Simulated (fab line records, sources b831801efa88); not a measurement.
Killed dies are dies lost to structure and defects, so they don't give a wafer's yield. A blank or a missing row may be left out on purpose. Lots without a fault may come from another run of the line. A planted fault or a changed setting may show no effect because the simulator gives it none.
fab line records | flow sky130
record lots=6 wafers=18 last_day=50
route steps=708 shown CAP2M@612 METAL4@621 PAD_OPEN@708
lots that met no fault: from a run of the same line without faults
start_h: hours from the record's first day to the start of the lot's first wafer shown | wait_h: hours since the lot's step before | " the same as in the row above | L1.1+2: a row that stands for several wafers | - no value, or no start given | * or withheld: withheld | < > ~ a bound
route shown NAME@n: a module of which the file shows steps, and the number in the route of the first | usual: mean/standard deviation of fault-free wafers | same: alike in all rows | chamber/n: place in a boat | sites: the reading at each site | _std_site: their standard deviation | _edge_site: outer sites' mean less inner sites' | radius_mm: how far each site lies from the wafer's centre | mask NAME#n: copy n | behind: the tool/chamber that last shaped the wafer | hold: why the lot was held/for how many hours/how that ended | device: the transistor (n, p or np) that didn't switch | end of line: the same wafers' tests at the end of the route | a step without rows: its recipe alone | killed: dies lost to structure and defects at the first sort, not the wafer's yield | map: a wafer's dies, x killed, . not, _ none there
set.NAME: the setting as run; set.NAME@STEP: as run at that earlier step | model.NAME: the simulator's own value behind a step, which no gauge read
lots at some steps of the route; a table a step, a row a wafer
services: from which hour (start_h, from the record's first day; less than 0 if before it) a tool's chamber was out of use, for how many hours, and why
## steps
# step SKY_CAP2M_EXPOSE_09
# recipe mask_id=CAP2M na=0.6 source_shape=conventional sigma_outer=0.6 polarization=unpolarized target_cd_nm=1000 dose_mj=159
# step SKY_CAP2M_PEB_10
# recipe temp_c=withheld time_s=* resist=NOVOLAK
# step SKY_CAP2M_DEVELOP_11
# recipe resist=NOVOLAK developer=TMAH develop_time_s=60 dev_temp_c=23
# step SKY_CAP2M_OVL_MEAS_12
# usual CAP2M_OVL=-0.2/1.4
# columns lot.wafer tool chamber start_h wait_h CAP2M_OVL[nm]
L763.1 overlay-01 - 1002.51 0.1 -0.9
L763.4 " - " " -0.6
L763.5 " - " " 0.1
L771.1 overlay-01 - 1052.36 0.1 -1.6
L771.5 " - " " -1.0
L771.6 " - " " -1.0
L772.2 overlay-01 - 1062.67 0.1 1.1
L772.4 " - " " -0.5
L772.6 " - " " -0.9
L774.1 overlay-02 - 1075.06 0.1 -1.2
L774.3 " - " " -0.6
L774.4 " - " " -2.1
L777.1 overlay-01 - 1091.13 0.1 -1.4
L777.3 " - " " -3.3
L777.4 " - " " -2.0
L779.2 overlay-01 - 1099.91 0.1 -0.2
L779.4 " - " " -3.0
L779.5 " - " " -3.0
# step SKY_CAP2M_METAL_ETCH_13
# recipe target_depth_nm=220 stop_on=SiO2 chemistry=Cl2/BCl3 target=TiN pressure_mtorr=10 icp_w=900 bias_w=48.5 Cl2_flow_sccm=60 bcl3_flow_sccm=30 time_s=62.9
# usual drypump_motor_current_A=5.4/0.46 oes_product_au=0.926/0.0089 throttle_valve_pct=21.911/0.01
# columns lot.wafer tool chamber start_h wait_h drypump_motor_current_A oes_product_au rf_hours_counter_h throttle_valve_pct
L763.1 rie_metal-04 1 1002.54 0.0 5.2 0.922 17 21.904
L763.4 " 0 " " 4.7 0.923 - 21.915
L763.5 " 0 " " 4.7 0.920 - 21.911
L771.1 rie_metal-04 1 1052.40 0.0 5.2 0.922 20 21.901
L771.5 " 1 " " 5.2 0.937 - 21.898
L771.6 " 0 " " 4.7 0.925 - 21.915
L772.2 rie_metal-03 0 1062.72 0.0 5.7 0.946 - 21.918
L772.4 " 0 " " 5.7 0.934 - 21.925
L772.6 " 0 " " 5.7 0.929 - 21.907
L774.1 rie_metal-01 1 1075.10 0.0 5.6 0.916 21 21.916
L774.3 " 0 " " 5.0 0.928 - 21.897
L774.4 " 1 " " 5.6 0.926 - 21.902
L777.1 rie_metal-04 0 1091.17 0.0 4.7 0.929 14 21.933
L777.3 " 1 " " 5.2 0.921 - 21.901
L777.4 " 0 " " 4.7 0.921 - 21.920
L779.2 rie_metal-01 1 1099.94 0.0 5.6 0.927 23 21.914
L779.4 " 1 " " 5.7 0.930 - 21.904
L779.5 " 0 " " 5.0 0.928 - 21.910
# step SKY_CAP2M_STRIP_14
# recipe chemistry=O2/N2 power_w=1400 pressure_mtorr=1500 platen_temp_c=withheld o2_flow_sccm=3000 n2_flow_sccm=300 overash_fraction=0.5
# usual drypump_motor_current_A=5.8/0.44 o2_flow_sccm=3000/8.6 oes_product_au=0.710/0.0045 strip_time_to_endpoint_s=12.63/0.058
# columns lot.wafer tool chamber start_h wait_h drypump_motor_current_A o2_flow_sccm oes_product_au rf_hours_counter_h strip_time_to_endpoint_s
L763.1 plasma_asher-04 0 1002.62 0.1 5.9 2998 0.710 121 12.62
L763.4 " 0 " " 6.0 2998 0.706 - 12.57
L763.5 " 1 " " 5.6 3002 0.707 - 12.62
L771.1 plasma_asher-02 1 1052.47 0.1 5.0 2994 0.718 65 12.62
L771.5 " 0 " " 6.0 2978 0.704 - 12.62
L771.6 " 1 " " 5.0 2991 0.710 - 12.65
L772.2 plasma_asher-03 0 1062.85 0.1 6.3 2995 0.702 91 12.72
L772.4 " 1 " " 5.9 2999 0.717 - 12.75
L772.6 " 1 " " 5.9 3014 0.702 - 12.73
L774.1 plasma_asher-04 1 1075.17 0.1 5.6 2996 0.704 1 12.66
L774.3 " 0 " " 5.9 2998 0.707 - 12.66
L774.4 " 1 " " 5.6 2983 0.720 - 12.61
L777.1 plasma_asher-03 0 1091.25 0.1 6.4 3011 0.714 94 12.54
L777.3 " 0 " " 6.4 2999 0.717 - 12.61
L777.4 " 1 " " 5.9 3002 0.712 - 12.56
L779.2 plasma_asher-04 0 1100.02 0.1 5.9 3008 0.710 3 12.59
L779.4 " 1 " " 5.6 3012 0.717 - 12.63
L779.5 " 1 " " 5.6 3009 0.702 - 12.66
# step SKY_CAP2M_STRIP_15
# recipe chemistry=post_etch_residue_remover time_s=1200 temp_c=72.5
# step SKY_CAP2M_CLEAN_16
# recipe chemistry=IPA time_s=180 temp_c=25
# step SKY_CAP2M_CLEAN_17
# recipe chemistry=O3/DIW dry=n2_spin
# step SKY_METAL4_DEHYDRATE_05
# recipe temp_c=200 time_s=60
# step SKY_METAL4_HMDS_06
# recipe prime_time_s=60 prime_temp_c=120
# step SKY_METAL4_COAT_07
# recipe resist=BARC temp_c=withheld time_s=withheld spin_rpm=3000 resist_thk_nm=60
# step SKY_METAL4_COAT_08
# recipe resist=KrF-thick spin_rpm=3000 resist_thk_nm=1140
# columns lot.wafer tool chamber start_h wait_h model.KrF-thick_of_METAL4_COAT_08.thk_nm
L763.1 litho_track-03 0 1014 - 1140
L763.4 " 0 " " 1143
L763.5 " 0 " " 1144
L771.1 litho_track-03 0 1063 - 1126
L771.5 " 0 " " 1121
L771.6 " 0 " " 1119
L772.2 litho_track-01 0 1073 - 1145
L772.4+6 " 0 1074 - 1143
L774.1 litho_track-03 0 1086 - 1127
L774.3 " 0 " " 1122
L774.4 " 0 " " 1126
L777.1+4 litho_track-04 0 1102 - 1146
L777.3 " 0 " " 1144
L779.2 litho_track-01 0 1110 - 1143
L779.4 " 0 " " 1141
L779.5 " 0 " " 1146
# step SKY_METAL4_SOFTBAKE_09
# recipe temp_c=100 time_s=90 resist=KrF-thick
# step SKY_METAL4_EXPOSE_10
# recipe mask_id=MM4 na=0.68 source_shape=annular sigma_inner=0.4 sigma_outer=0.8 target_cd_nm=300 dose_mj=28
# step SKY_METAL4_PEB_11
# recipe peb_temp_c=withheld peb_time_s=withheld resist=KrF-thick
# step SKY_METAL4_DEVELOP_12
# recipe develop_time_s=57.7 resist=KrF-thick dev_temp_c=21
# step SKY_METAL4_CD_MEAS_13
# recipe target_cd_nm=300
# usual cd_nm=299.9/1.7
# columns lot.wafer tool chamber start_h wait_h cd_nm
L763.1 cd_sem-01 - 1026.80 - 299.3
L763.4 " - " " 297.7
L763.5 " - " " 296.4
L771.1 cd_sem-02 - 1074.76 - 299.3
L771.5 " - " " 298.7
L771.6 " - " " 299.3
L772.2 cd_sem-02 - 1084.18 - 301.0
L772.4 " - " " 301.5
L772.6 " - " " 301.5
L774.1 cd_sem-01 - 1096.96 - 301.8
L774.3 " - " " 299.5
L774.4 " - " " 300.3
L777.1 cd_sem-02 - 1112.26 - 301.7
L777.3 " - " " 302.6
L777.4 " - " " 302.2
L779.2 cd_sem-02 - 1120.28 - 299.2
L779.4 " - " " 299.5
L779.5 " - " " 297.9
# step SKY_METAL4_OVL_MEAS_14
# usual METAL4_OVL=-3/5.9
# columns lot.wafer tool chamber start_h wait_h METAL4_OVL[nm]
L763.1 overlay-01 - 1026.92 0.1 -2
L763.4 " - " " -4
L763.5 " - " " -2
L771.1 overlay-01 - 1074.88 0.1 -12
L771.5 " - " " -9
L771.6 " - " " -5
L772.2 overlay-01 - 1084.29 0.1 -6
L772.4 " - " " 0
L772.6 " - " " -3
L774.1 overlay-02 - 1097.08 0.1 -4
L774.3 " - " " -1
L774.4 " - " " 2
L777.1 overlay-02 - 1112.38 0.1 -3
L777.3 " - " " -2
L777.4 " - " " 1
L779.2 overlay-02 - 1120.38 0.1 -2
L779.4 " - " " -8
L779.5 " - " " 8
# step SKY_METAL4_DESCUM_15
# recipe chemistry=O2 source_power_w=150 bias_power_w=0 pressure_mtorr=10 temp_c=40 time_s=8
# usual drypump_motor_current_A=5.7/0.49 oes_product_au=0.999/0.014
# columns lot.wafer tool chamber start_h wait_h drypump_motor_current_A oes_product_au rf_hours_counter_h
L763.1 rie_metal-02 1 1026.95 0.0 6.0 0.996 19
L763.4 " 0 " " 5.2 1.006 -
L763.5 " 1 " " 6.0 0.996 -
L771.1 rie_metal-02 0 1074.92 0.0 5.2 1.007 24
L771.5 " 0 " " 5.1 1.014 -
L771.6 " 1 " " 5.9 0.995 -
L772.2 rie_metal-03 0 1084.32 0.0 5.6 0.988 14
L772.4 " 1 " " 6.5 0.985 -
L772.6 " 0 " " 5.7 0.991 -
L774.1 rie_metal-03 1 1097.11 0.0 6.5 0.989 2
L774.3 " 0 " " 5.6 0.992 -
L774.4 " 1 " " 6.6 0.993 -
L777.1 rie_metal-03 0 1112.41 0.0 5.6 0.991 16
L777.3 " 0 " " 5.6 0.989 -
L777.4 " 1 " " 6.5 1.003 -
L779.2 rie_metal-01 1 1120.41 0.0 5.6 1.015 25
L779.4 " 1 " " 5.6 1.020 -
L779.5 " 1 " " 5.6 1.005 -
# step SKY_METAL4_ETCH_16
# recipe chemistry=N2/H2 target=BARC ion_energy_ev=200 bias_w=100 pressure_mtorr=30 n2_flow_sccm=100 h2_flow_sccm=200 icp_w=500 stop_on=SiO2 time_s=88.2 target_depth_a=600
# usual drypump_motor_current_A=5.7/0.49 oes_product_au=0.625/0.0043 throttle_valve_pct=13.204/0.01
# columns lot.wafer tool chamber start_h wait_h drypump_motor_current_A oes_product_au rf_hours_counter_h throttle_valve_pct model.KrF-thick_of_METAL4_COAT_08.thk_nm
L763.1 rie_metal-02 1 1026.98 0.0 6.0 0.621 19 13.204 1077
L763.4 " 0 " " 5.2 0.621 - 13.202 1079
L763.5 " 1 " " 6.0 0.627 - 13.212 1080
L771.1 rie_metal-02 0 1074.95 0.0 5.2 0.623 24 13.198 1061
L771.5 " 0 " " 5.2 0.617 - 13.212 1056
L771.6 " 1 " " 6.0 0.630 - 13.210 1055
L772.2 rie_metal-03 0 1084.35 0.0 5.6 0.629 14 13.185 1082
L772.4 " 1 " " 6.5 0.628 - 13.204 1080
L772.6 " 0 " " 5.6 0.631 - 13.210 1081
L774.1 rie_metal-03 1 1097.15 0.0 6.5 0.622 2 13.205 1063
L774.3 " 0 " " 5.6 0.624 - 13.216 1059
L774.4 " 1 " " 6.5 0.627 - 13.210 1062
L777.1 rie_metal-03 0 1112.45 0.0 5.7 0.634 16 13.184 1083
L777.3 " 0 " " 5.6 0.625 - 13.207 1081
L777.4 " 1 " " 6.6 0.628 - 13.225 1083
L779.2 rie_metal-01 1 1120.45 0.0 5.6 0.626 25 13.180 1078
L779.4 " 1 " " 5.6 0.627 - 13.195 1076
L779.5 " 1 " " 5.6 0.626 - 13.205 1080
# step SKY_METAL4_ETCH_17
# recipe target=SiO2 stop_on=TiN chemistry=C4F8/O2/Ar source_w=1500 bias_w=1200 pressure_mtorr=40 c4f8_flow_sccm=withheld O2_flow_sccm=6 Ar_flow_sccm=300 time_s=3.9 target_depth_a=150
# usual oes_product_au=0.756/0.0076
# columns lot.wafer tool chamber start_h wait_h oes_product_au rf_hours_counter_h
L763.1 rie_diel-04 1 1027.08 0.1 0.744 21
L763.4 " 3 " " 0.751 6
L763.5 " 1 " " 0.757 -
L771.1 rie_diel-03 1 1075.05 0.1 0.744 12
L771.5 " 2 " " 0.758 -
L771.6 " 1 " " 0.762 -
L772.2 rie_diel-04 2 1084.45 0.1 0.758 21
L772.4 " 3 " " 0.769 8
L772.6 " 3 " " 0.777 -
L774.1 rie_diel-02 2 1097.24 0.1 0.742 21
L774.3 " 3 " " 0.747 16
L774.4 " 0 " " 0.766 16
L777.1 rie_diel-04 1 1112.54 0.1 0.739 24
L777.3 " 3 " " 0.752 9
L777.4 " 0 " " 0.762 13
L779.2 rie_diel-03 1 1120.54 0.1 0.749 14
L779.4 " 2 " " 0.763 20
L779.5 " 0 " " 0.756 -
# step SKY_PAD_OPEN_PROBE_99
# usual defect_limited_yield=82.4/2 killed_at_M0_to_M3=42/6.8 killed_at_M4_up=3.4/1.8 killed_at_contacts=25/5.7 killed_at_front_end=16/4.8 killed_at_other=0.2/0.39 killed_dies=87/9.6 killed_open=47/6.9 killed_short=40/6.3 sort_bin_3_pad_short=0.9/0.45 sort_bin_5_function=10.4/1.5 sort_bin_6_memory=6.3/1.1 sort_n_pass=405/9.6 sort_yield_pct=82.4/2
# same gross_dies=492 killed_at_back_side=0 sort_bin_4_leakage[%]=0 sort_bin_8_speed[%]=0
# columns lot.wafer tool chamber start_h wait_h defect_limited_yield[%] killed_at_M0_to_M3 killed_at_M4_up killed_at_contacts killed_at_front_end killed_at_other killed_dies killed_open killed_short sort_bin_3_pad_short[%] sort_bin_5_function[%] sort_bin_6_memory[%] sort_n_pass sort_yield_pct[%]
L763.1 prober-02 - 1118.48 0.1 81.1 42 7 31 13 0 93 47 46 0.8 11.0 7.1 399 81.1
L763.4 prober-02 - 1118.63 0.2 80.7 47 4 32 12 0 95 45 50 0.8 10.2 8.3 397 80.7
L763.5 prober-02 - 1118.68 0.2 81.3 51 2 19 20 0 92 53 39 1.2 11.2 6.3 400 81.3
L772.2 prober-01 - 1167.18 0.1 84.3 38 4 29 6 0 77 45 32 0.6 10.2 4.9 415 84.3
L772.4 prober-01 - 1167.28 0.2 81.1 36 4 27 26 0 93 54 39 0.6 10.8 7.5 399 81.1
L772.6 prober-01 - 1167.38 0.2 81.5 45 6 26 13 1 91 42 49 0.6 11.6 6.3 401 81.5
L774.1 prober-01 - 1176.89 0.1 84.1 38 3 26 11 0 78 47 31 1.2 9.6 5.1 414 84.1
L774.3 prober-01 - 1176.99 0.2 82.1 37 6 27 18 0 88 50 38 0.4 11.4 6.1 404 82.1
L774.4 prober-01 - 1177.04 0.2 81.5 39 4 35 13 0 91 43 48 1.8 7.9 8.7 401 81.5
L777.1 prober-02 - 1189.47 0.1 81.3 47 2 29 14 0 92 49 43 0.4 11.8 6.5 400 81.3
L777.3 prober-02 - 1189.57 0.2 77.2 57 2 33 20 0 112 64 48 1.4 14.4 6.9 380 77.2
L777.4 prober-02 - 1189.62 0.2 81.9 36 2 34 17 0 89 47 42 0.8 9.8 7.5 403 81.9
L779.2 prober-02 - 1195.05 0.1 81.5 42 5 32 11 1 91 46 45 0.8 10.8 6.9 401 81.5
L779.4 prober-02 - 1195.15 0.2 83.5 42 2 17 19 1 81 49 32 0.8 10.6 5.1 411 83.5
L779.5 prober-02 - 1195.20 0.2 83.1 40 4 24 15 0 83 45 38 0.4 10.4 6.1 409 83.1
# killed by level:class
L763.1 CONTACT:geometric_particle:open=10 VIA1:geometric_particle:open=8 METAL3:geometric_particle:short=7 METAL1:geometric_particle:short=6 LI_CONTACT:geometric_particle:open=6 LOCAL_INTERCONNECT:geometric_particle:short=6 VIA3:geometric_particle:open=5 POLY_GATE:geometric_particle:open=4
L763.4 CONTACT:geometric_particle:open=10 VIA1:geometric_particle:open=9 CONTACT:geometric_particle:short=8 LOCAL_INTERCONNECT:geometric_particle:short=7 METAL1:geometric_particle:short=7 METAL2:geometric_particle:short=7 LI_CONTACT:geometric_particle:open=6 VIA2:geometric_particle:open=5
L763.5 VIA1:geometric_particle:open=12 VIA2:geometric_particle:open=10 VIA1:geometric_particle:short=8 POLY_GATE:geometric_particle:open=7 CONTACT:geometric_particle:open=7 METAL1:geometric_particle:short=5 LI_CONTACT:geometric_particle:open=4 FIELD_ISO:geometric_particle:open=3
L772.2 CONTACT:geometric_particle:open=15 VIA1:geometric_particle:open=7 VIA3:geometric_particle:open=7 METAL1:geometric_particle:short=6 CONTACT:geometric_particle:short=5 LI_CONTACT:geometric_particle:open=4 VIA1:geometric_particle:short=4 VIA2:geometric_particle:open=3
L772.4 FIELD_ISO:geometric_particle:open=10 LI_CONTACT:geometric_particle:open=9 CONTACT:geometric_particle:open=9 VIA1:geometric_particle:open=8 FIELD_ISO:geometric_particle:short=7 VIA3:geometric_particle:open=6 VIA1:geometric_particle:short=6 VIA2:geometric_particle:open=6
L772.6 VIA1:geometric_particle:open=11 METAL1:geometric_particle:short=10 LOCAL_INTERCONNECT:geometric_particle:short=8 LI_CONTACT:geometric_particle:open=8 VIA3:geometric_particle:open=6 LI_CONTACT:geometric_particle:short=5 FIELD_ISO:geometric_particle:open=4 CONTACT:geometric_particle:open=4
L774.1 VIA1:geometric_particle:open=11 CONTACT:geometric_particle:open=10 LI_CONTACT:geometric_particle:open=8 CONTACT:geometric_particle:short=5 METAL2:geometric_particle:short=4 VIA3:geometric_particle:open=4 FIELD_ISO:geometric_particle:open=3 POLY_GATE:geometric_particle:open=3
L774.3 VIA2:geometric_particle:open=11 CONTACT:geometric_particle:open=10 CONTACT:geometric_particle:short=8 VIA1:geometric_particle:open=6 VIA3:geometric_particle:open=5 SPACER:geometric_particle:short=4 LI_CONTACT:geometric_particle:open=4 FIELD_ISO:geometric_particle:short=3
L774.4 CONTACT:geometric_particle:short=14 VIA1:geometric_particle:open=9 LI_CONTACT:geometric_particle:open=7 CONTACT:geometric_particle:open=7 VIA3:geometric_particle:open=7 POLY_GATE:geometric_particle:short=4 LI_CONTACT:geometric_particle:short=4 METAL1:geometric_particle:short=4
L777.1 CONTACT:geometric_particle:open=16 VIA3:geometric_particle:open=10 VIA1:geometric_particle:short=7 FIELD_ISO:geometric_particle:short=6 VIA1:geometric_particle:open=6 METAL2:geometric_particle:short=6 VIA2:geometric_particle:open=5 METAL1:geometric_particle:short=5
L777.3 CONTACT:geometric_particle:open=13 VIA2:geometric_particle:open=11 VIA1:geometric_particle:open=10 LI_CONTACT:geometric_particle:open=10 METAL1:geometric_particle:short=9 VIA3:geometric_particle:open=7 POLY_GATE:geometric_particle:short=6 METAL2:geometric_particle:short=5
L777.4 LI_CONTACT:geometric_particle:open=12 CONTACT:geometric_particle:open=10 METAL1:geometric_particle:short=7 CONTACT:geometric_particle:short=6 METAL2:geometric_particle:short=6 VIA3:geometric_particle:open=5 POLY_GATE:geometric_particle:short=5 POLY_GATE:geometric_particle:open=5
L779.2 CONTACT:geometric_particle:open=12 VIA1:geometric_particle:open=10 LOCAL_INTERCONNECT:geometric_particle:short=8 METAL3:geometric_particle:short=6 VIA1:geometric_particle:short=6 LI_CONTACT:geometric_particle:open=5 FIELD_ISO:geometric_particle:open=4 CONTACT:geometric_particle:short=4
L779.4 VIA1:geometric_particle:open=9 CONTACT:geometric_particle:open=8 VIA3:geometric_particle:open=7 FIELD_ISO:geometric_particle:short=6 VIA2:geometric_particle:open=6 POLY_GATE:geometric_particle:short=4 METAL1:geometric_particle:short=4 METAL1:geometric_particle:open=4
L779.5 VIA1:geometric_particle:open=11 VIA2:geometric_particle:open=8 METAL1:geometric_particle:short=7 LI_CONTACT:geometric_particle:open=6 CONTACT:geometric_particle:open=6 CONTACT:geometric_particle:short=5 VIA3:geometric_particle:open=5 FIELD_ISO:geometric_particle:short=4
## services
# columns tool chamber start_h hours kind
rie_metal-03 - 986.79 14.6 pm
rie_diel-04 2 989.84 5.2 repair
rie_metal-01 1 1005.90 12.0 repair
plasma_asher-04 - 1029.31 21.5 pm
rie_metal-01 0 1033.05 18.8 repair
rie_metal-03 1 1046.79 - clean
rie_metal-03 1 1046.79 16.6 scheduled_down
rie_metal-03 1 1046.79 16.6 vent_cycle
plasma_asher-04 - 1055.25 9.0 pm
plasma_asher-04 0 1055.25 9.0 vent_cycle
plasma_asher-04 1 1055.25 9.0 vent_cycle
plasma_asher-04 0 1064.25 - clean
plasma_asher-04 1 1064.25 - clean
rie_metal-03 0 1066.89 5.6 repair
rie_diel-03 0 1071.98 12.2 repair
rie_diel-03 3 1090.16 6.0 repair
plasma_asher-03 - 1093.37 6.7 repair
## key
first_sign none at tools or gauges
model_effect step=SKY_METAL4_COAT_08 value=KrF-thick_of_METAL4_COAT_08.thk_nm without=1140 struck=1123
model_effect step=SKY_METAL4_ETCH_16 value=KrF-thick_of_METAL4_COAT_08.thk_nm without=1076 struck=1060
met_at SKY_METAL4_COAT_08
struck_wafers L771.1,L771.5,L771.6,L774.1,L774.3,L774.4
rows_end L771.1,L771.5,L771.6
onset_between 1014 1063
fault kind=process_parameter_drift tool=litho_track-03 chamber=- onset_h=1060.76 steps=SKY_METAL4_COAT_08 channel=resist_thk_nm offset=-16.903 shape=step acts_in=these_recipes_only stated=1140
# rows_end: these wafers met a further fault down the route, and their rows from its step on are left out
